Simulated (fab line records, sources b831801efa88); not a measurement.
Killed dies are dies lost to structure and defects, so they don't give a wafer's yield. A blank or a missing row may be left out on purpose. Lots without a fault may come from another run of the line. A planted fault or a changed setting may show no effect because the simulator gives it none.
Which tool did it? | flow sky130 | 15 lots, 43 wafers sampled, at 2 steps of a route of 708

WHAT THE GAUGES READ, wafer by wafer
SKY_VIA3_CD_MEAS_12: target cd 200 nm. Usual: cd_nm 199.7 nm, standard deviation 1.4.
lot  | measured     | on        | cd_nm (nm)        | flag
L168 | day 39 10:02 | cd_sem-02 | 201.3 200.1 200.6 |
L169 | day 39 18:55 | cd_sem-02 | 201.4 201.6 201.2 |
L170 | day 40 11:12 | cd_sem-01 | 202.7 201.7 200.9 |
L174 | day 41 16:10 | cd_sem-01 | 198.4 198.2       |
L175 | day 41 22:33 | cd_sem-02 | 199.6 200.9       |
L178 | day 42 17:43 | cd_sem-01 | 199.4 201.1 200.3 |
L182 | day 43 20:37 | cd_sem-01 | 201.0 198.9 200.2 |
L184 | day 44 05:03 | cd_sem-02 | 199.5 201.4 201.0 |
L185 | day 44 14:49 | cd_sem-02 | 200.3 199.7 198.8 |
L186 | day 44 17:50 | cd_sem-01 | 199.7 199.5 200.2 |
L187 | day 45 03:43 | cd_sem-01 | 200.6 200.8 199.7 |
L188 | day 45 07:40 | cd_sem-02 | 198.0 198.9 199.2 |
L189 | day 45 19:55 | cd_sem-01 | 200.2 198.7 199.5 |
L190 | day 45 23:03 | cd_sem-01 | 200.2 199.1 200.5 |
L191 | day 46 04:10 | cd_sem-02 | 198.9 199.4 200.0 |

WHICH TOOL RAN EACH LOT (tool, then ch and the chambers of the sampled wafers, then the start)
lot  | SKY_METAL3_STRIP_19
L168 | plasma_asher-03 ch 0,1, day 38 07:55
L169 | plasma_asher-02 ch 0,1, day 38 16:51
L170 | plasma_asher-03 ch 0,1, day 39 09:13
L174 | plasma_asher-02 ch 1, day 40 14:50
L175 | plasma_asher-01 ch 0, day 40 21:25
L178 | plasma_asher-01 ch 0,1, day 41 17:08
L182 | plasma_asher-01 ch 0,1, day 42 20:17
L184 | plasma_asher-01 ch 0, day 43 04:44
L185 | plasma_asher-02 ch 0,1, day 43 14:59
L186 | plasma_asher-02 ch 0,1, day 43 18:15
L187 | plasma_asher-01 ch 1, day 44 04:16
L188 | plasma_asher-03 ch 0,1, day 44 08:25
L189 | plasma_asher-02 ch 0, day 44 21:29
L190 | plasma_asher-01 ch 0,1, day 45 00:55
L191 | plasma_asher-01 ch 1, day 45 06:13
- SKY_METAL3_STRIP_19: strips in O2/N2.

WHAT THE TOOLS THEMSELVES READ (means of the sampled wafers that have a number; where no wafer has one, the mark that the record gives instead)
SKY_METAL3_STRIP_19. Usual: drypump_motor_current_A 5.6 A, standard deviation 0.51; oes_product_au 0.504 a.u., standard deviation 0.0052; strip_time_to_endpoint_s 6.56 s, standard deviation 0.069.
lot  | tool            | drypump_motor_current_A (A) | oes_product_au (a.u.) | strip_time_to_endpoint_s (s) | flag
L168 | plasma_asher-03 | 5.6                         | 0.504                 | 6.60                         |
L169 | plasma_asher-02 | 5.2                         | 0.512                 | 6.60                         |
L170 | plasma_asher-03 | 5.9                         | 0.503                 | 6.62                         |
L174 | plasma_asher-02 | 4.8                         | 0.502                 | 6.53                         |
L175 | plasma_asher-01 | 5.2                         | 0.506                 | 6.50                         |
L178 | plasma_asher-01 | 5.8                         | 0.507                 | 6.64                         |
L182 | plasma_asher-01 | 5.8                         | 0.498                 | 6.51                         |
L184 | plasma_asher-01 | 5.2                         | 0.505                 | 6.59                         |
L185 | plasma_asher-02 | 5.7                         | 0.505                 | 6.55                         |
L186 | plasma_asher-02 | 5.6                         | 0.505                 | 6.58                         |
L187 | plasma_asher-01 | 6.0                         | 0.498                 | 6.53                         |
L188 | plasma_asher-03 | 5.6                         | 0.503                 | 6.58                         |
L189 | plasma_asher-02 | 6.0                         | 0.505                 | 6.56                         |
L190 | plasma_asher-01 | 5.8                         | 0.504                 | 6.58                         |
L191 | plasma_asher-01 | 6.1                         | 0.505                 | 6.63                         |

THE ANSWER, worked out from the rows above alone
Rule: a lot is off if the mean of its wafers that have a number lies more than 3 standard deviations from the usual mean. A lot without any number at a reading at which 4 lots or more have one is off too. The other lots that the step has rows for count as sound. The gauges are gone through in route order, then the tools' own readings, and for those a lot's mean is taken as printed above. The first step at which some lot is off is used, and at that step the reading that is off furthest; a lot without a number counts as furthest.
No lot is off at any reading shown: from this, nothing can be told.

WHAT THE SIMULATOR HAD PUT IN
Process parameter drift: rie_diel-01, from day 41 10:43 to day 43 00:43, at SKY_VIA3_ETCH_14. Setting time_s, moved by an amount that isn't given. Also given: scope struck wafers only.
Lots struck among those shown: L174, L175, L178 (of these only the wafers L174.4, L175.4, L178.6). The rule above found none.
